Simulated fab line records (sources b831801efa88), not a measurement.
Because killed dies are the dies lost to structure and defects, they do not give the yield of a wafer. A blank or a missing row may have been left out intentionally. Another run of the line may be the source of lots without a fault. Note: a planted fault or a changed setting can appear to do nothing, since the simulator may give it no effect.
What tool caused it? ; flow sky130 ; 30 wafers from 10 lots sampled at 6 of the route's 708 steps

WHAT THE GAUGES READ, wafer by wafer
SKY_SPACER_THK_MEAS_01.
lot;measured;on;SPACER_CVD_00_THK (nm)
L353;day 23 08:34;filmMetro-03;42.7 42.4 42.5
L354;day 23 18:57;filmMetro-04;42.8 42.1 42.7
L358;day 25 07:07;filmMetro-01;42.7 42.6 43.1
L359;day 26 01:05;filmMetro-01;42.6 42.7 42.7
L361;day 26 19:53;filmMetro-04;42.4 42.4 42.6
L362;day 26 23:44;filmMetro-01;43.3 43.5 42.9
L363;day 26 23:45;filmMetro-04;43.2 42.9 43.2
L365;day 28 01:59;filmMetro-03;42.3 42.5 42.2
L370;day 29 09:29;filmMetro-04;39.8 40.1 39.9
L371;day 29 23:51;filmMetro-01;39.6 39.8 39.5

SKY_CONTACT_RS_MEAS_25: a four-point-probe measurement.
lot;measured;on;CONTACT_W_RS (ohm/sq)
L353;day 32 01:18;filmMetro-02;0.335 0.336 0.335
L354;day 32 09:10;filmMetro-01;0.328 0.333 0.327
L358;day 33 17:44;filmMetro-02;0.328 0.332 0.333
L359;day 34 08:02;filmMetro-02;0.344 0.341 0.342
L361;day 35 04:06;filmMetro-01;0.335 0.331 0.335
L362;day 35 08:10;filmMetro-03;0.341 0.343 0.340
L363;day 35 08:06;filmMetro-01;0.334 0.333 0.336
L365;day 36 08:25;filmMetro-03;0.332 0.334 0.327
L370;day 37 11:41;filmMetro-03;0.333 0.334 0.332
L371;day 37 23:17;filmMetro-02;0.329 0.333 0.330

EACH LOT AND THE TOOL THAT RAN IT (in order: tool; ch and the chambers of the sampled wafers; start)
lot;SKY_FIELD_ISO_ETCH_17;SKY_LDD_P_STRIP_10;SKY_SPACER_CVD_00;SKY_SPACER_ETCHBACK_02
L353;rieSi-01 ch 0,1, day 2 11:32;plasmaAsher-02 ch 0,1, day 19 10:28;lpcvd-02 ch 1, day 23 07:22;rieDiel-03 ch 0,1, day 23 08:37
L354;rieSi-01 ch 2,3, day 2 16:08;plasmaAsher-01 ch 0,1, day 19 21:15;lpcvd-02 ch 1, day 23 17:07;rieDiel-03 ch 1,2, day 23 18:59
L358;rieSi-01 ch 1,2,3, day 3 14:12;plasmaAsher-02 ch 0,1, day 21 08:58;lpcvd-02 ch 1, day 25 05:18;rieDiel-03 ch 0,3, day 25 07:10
L359;rieSi-02 ch 1,2,3, day 3 17:17;plasmaAsher-02 ch 0,1, day 22 03:40;lpcvd-02 ch 1, day 25 22:23;rieDiel-04 ch 0,1,3, day 26 01:09
L361;rieSi-01 ch 2,3, day 4 04:27;plasmaAsher-04 ch 0,1, day 22 22:46;lpcvd-02 ch 0, day 26 18:04;rieDiel-04 ch 2,3, day 26 19:56
L362;rieSi-01 ch 0,1,3, day 4 09:50;plasmaAsher-04 ch 0,1, day 23 00:56;lpcvd-02 ch 1, day 26 21:55;rieDiel-04 ch 0,2,3, day 26 23:47
L363;rieSi-02 ch 0,3, day 4 13:11;plasmaAsher-02 ch 0,1, day 23 00:42;lpcvd-02 ch 1, day 26 21:55;rieDiel-03 ch 2,3, day 26 23:47
L365;rieSi-01 ch 1,2,3, day 5 04:12;plasmaAsher-02 ch 0,1, day 24 06:13;lpcvd-02 ch 1, day 28 00:45;rieDiel-04 ch 0,2,3, day 28 02:01
L370;rieSi-02 ch 0,1,2, day 6 02:03;plasmaAsher-01 ch 0,1, day 25 17:59;lpcvd-02 ch 1, day 29 08:15;rieDiel-01 ch 0,1,3, day 29 09:31
L371;rieSi-01 ch 0,1,3, day 6 09:18;plasmaAsher-02 ch 0,1, day 26 08:33;lpcvd-02 ch 1, day 29 22:38;rieDiel-04 ch 0,2,3, day 29 23:53
- SKY_FIELD_ISO_ETCH_17: etches Si in HBr/Cl2/O2, target depth 342 nm, time 97.7 s.
- SKY_LDD_P_STRIP_10: strips in O2/N2.
- SKY_SPACER_CVD_00: deposits Si3N4 from DCS/NH3, target thk 43.1 nm, time 740 s.
- SKY_SPACER_ETCHBACK_02: etches Si3N4 in CH3F/O2, stops on SiO2, time 46.7 s, target depth 45 nm.

WHAT THE TOOLS THEMSELVES READ (means of the sampled wafers that have a number; where no wafer has one, the mark that the record gives instead)
SKY_FIELD_ISO_ETCH_17.
lot;tool;biasW (W);drypumpMotorCurrentA (A);oesProductAu (a.u.);throttleValvePct (%)
L353;rieSi-01;149.9;5.8;1.005;25.658
L354;rieSi-01;149.7;5.7;0.999;25.661
L358;rieSi-01;149.9;5.5;0.995;25.659
L359;rieSi-02;149.8;5.7;0.995;25.659
L361;rieSi-01;150.0;5.7;1.002;25.655
L362;rieSi-01;150.2;5.8;1.001;25.659
L363;rieSi-02;149.8;6.4;1.011;25.641
L365;rieSi-01;150.2;5.5;0.997;25.660
L370;rieSi-02;149.9;5.8;1.000;25.653
L371;rieSi-01;149.3;5.7;1.004;25.656

SKY_LDD_P_STRIP_10.
lot;tool;drypumpMotorCurrentA (A);oesProductAu (a.u.);stripTimeToEndpointS (s)
L353;plasmaAsher-02;5.2;0.714;14.25
L354;plasmaAsher-01;6.5;0.715;14.22
L358;plasmaAsher-02;5.2;0.715;14.16
L359;plasmaAsher-02;5.1;0.714;14.15
L361;plasmaAsher-04;5.8;0.719;14.20
L362;plasmaAsher-04;5.8;0.715;14.14
L363;plasmaAsher-02;5.2;0.716;14.19
L365;plasmaAsher-02;5.2;0.713;14.17
L370;plasmaAsher-01;6.4;0.712;14.15
L371;plasmaAsher-02;5.2;0.719;14.19

SKY_SPACER_CVD_00.
lot;tool;spikeTcBottomC (C);zonePowerBottomPct (%);zonePowerUpperPct (%)
L353;lpcvd-02;791.4;23.3;13.8
L354;lpcvd-02;791.9;23.2;14.0
L358;lpcvd-02;790.9;23.3;13.9
L359;lpcvd-02;792.5;23.4;14.0
L361;lpcvd-02;787.6;22.5;13.2
L362;lpcvd-02;791.1;23.3;13.8
L363;lpcvd-02;791.7;23.3;13.8
L365;lpcvd-02;791.2;23.4;13.9
L370;lpcvd-02;792.6;23.8;13.8
L371;lpcvd-02;790.9;23.2;13.9

SKY_SPACER_ETCHBACK_02.
lot;tool;biasW (W);drypumpMotorCurrentA (A);oesProductAu (a.u.);throttleValvePct (%)
L353;rieDiel-03;80.10;5.71;0.850;10.554
L354;rieDiel-03;80.06;5.93;0.847;10.573
L358;rieDiel-03;79.90;5.72;0.855;10.555
L359;rieDiel-04;80.07;5.72;0.848;10.559
L361;rieDiel-04;80.23;5.79;0.849;10.556
L362;rieDiel-04;80.07;5.96;0.857;10.556
L363;rieDiel-03;79.85;5.93;0.853;10.554
L365;rieDiel-04;80.05;5.96;0.846;10.565
L370;rieDiel-01;79.91;5.78;0.818;10.558
L371;rieDiel-04;80.08;5.97;0.816;10.562

THE ANSWER, worked out from the rows above alone
Rule: usual is defined by the lots themselves. The widest of any qualifying gaps counts: lots, ordered by their means at a reading, are off when they make up no more than a third of the lots, leave a main group of 4 or more, and stand apart from it by 3 or more times the standard deviation of that group's means. The tables above print the reading to a certain number of digits; a main group whose means all agree to those digits is not used. A lot without any number at a reading at which 4 lots or more have one is off too. All remaining lots with rows at the step are treated as sound. Order of review: gauges by route order, followed by the tools' own readings, for which a lot's mean as printed above is used. The first step at which some lot is off is used, and at that step the reading that is off furthest; a lot without a number counts as furthest.
Off: at SKY_SPACER_THK_MEAS_01 (SPACER_CVD_00_THK), L370, L371. Main group: mean 42.7 nm, sd 0.3.
A tool fits if, at a process step before that reading, it ran every lot that is off, and no sound lot after the first of them. Not tried: the gauges at SKY_SPACER_THK_MEAS_01; whatever is off there is also off at SKY_SPACER_ETCHBACK_02, on other tools, and gauge error can't account for it. One fits: SKY_SPACER_CVD_00 on lpcvd-02. Its last sound lot is L365 (day 28 00:45), its first lot that is off L370 (day 29 08:15): a fault that began between those two fits.

WHAT THE SIMULATOR PUT IN
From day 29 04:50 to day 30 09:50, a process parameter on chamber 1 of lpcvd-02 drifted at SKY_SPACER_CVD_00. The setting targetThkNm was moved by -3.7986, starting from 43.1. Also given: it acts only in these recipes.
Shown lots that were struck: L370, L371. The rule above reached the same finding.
